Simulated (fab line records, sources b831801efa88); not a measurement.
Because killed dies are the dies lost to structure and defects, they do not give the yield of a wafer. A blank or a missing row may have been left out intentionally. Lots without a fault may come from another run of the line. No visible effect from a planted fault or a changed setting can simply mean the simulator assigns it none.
Chamber matching	flow sky130	3 sister chambers for SKY_CAP2M_CVD_00 on pecvd-02
The step deposits SiO2, target thk 15.5 nm. 6 wafers are shown with their chamber, then 9 later ones without.

WAFERS WITH THEIR CHAMBER
wafer	chamber	heater-power-w (W)
L078.6	0	646
L083.6	1	762
L086.1	0	718
L089.1	1	746
L089.3	2	697
L089.6	2	673

WAFERS WITHOUT THEIR CHAMBER
wafer	heater-power-w (W)
L091.2	753
L091.4	766
L091.5	772
L093.1	608
L093.4	596
L093.5	795
L097.2	717
L097.5	667
L097.6	687

THE CHAMBER EACH PASSED THROUGH
wafer	from the rows above	in truth
L091.2	1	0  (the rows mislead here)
L091.4	1	1
L091.5	1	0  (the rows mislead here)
L093.1	can't be placed: 0 or 2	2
L093.4	can't be placed: 0 or 2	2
L093.5	1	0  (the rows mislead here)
L097.2	can't be placed: 2 or 0 or 1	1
L097.5	can't be placed: 0 or 2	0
L097.6	can't be placed: 2 or 0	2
Placed correctly: 1 of 9. Can't be placed from these rows: 5 (the true chamber is among the candidates in 5). 3 placed wrongly.
How it was worked out, from the rows above alone: a wafer's distance from a chamber is the root of the sum, over the readings, of the square of ((its reading less the chamber's mean) divided by the reading's scatter). If the next closest chamber is less than 2 further off than the closest, the wafer can't be placed; otherwise it belongs to the closest. A chamber's mean is the mean of its shown wafers. The scatter is the square root of a quotient: the sum, over the shown wafers, of each reading's squared deviation from its chamber's mean, divided by wafers minus chambers.
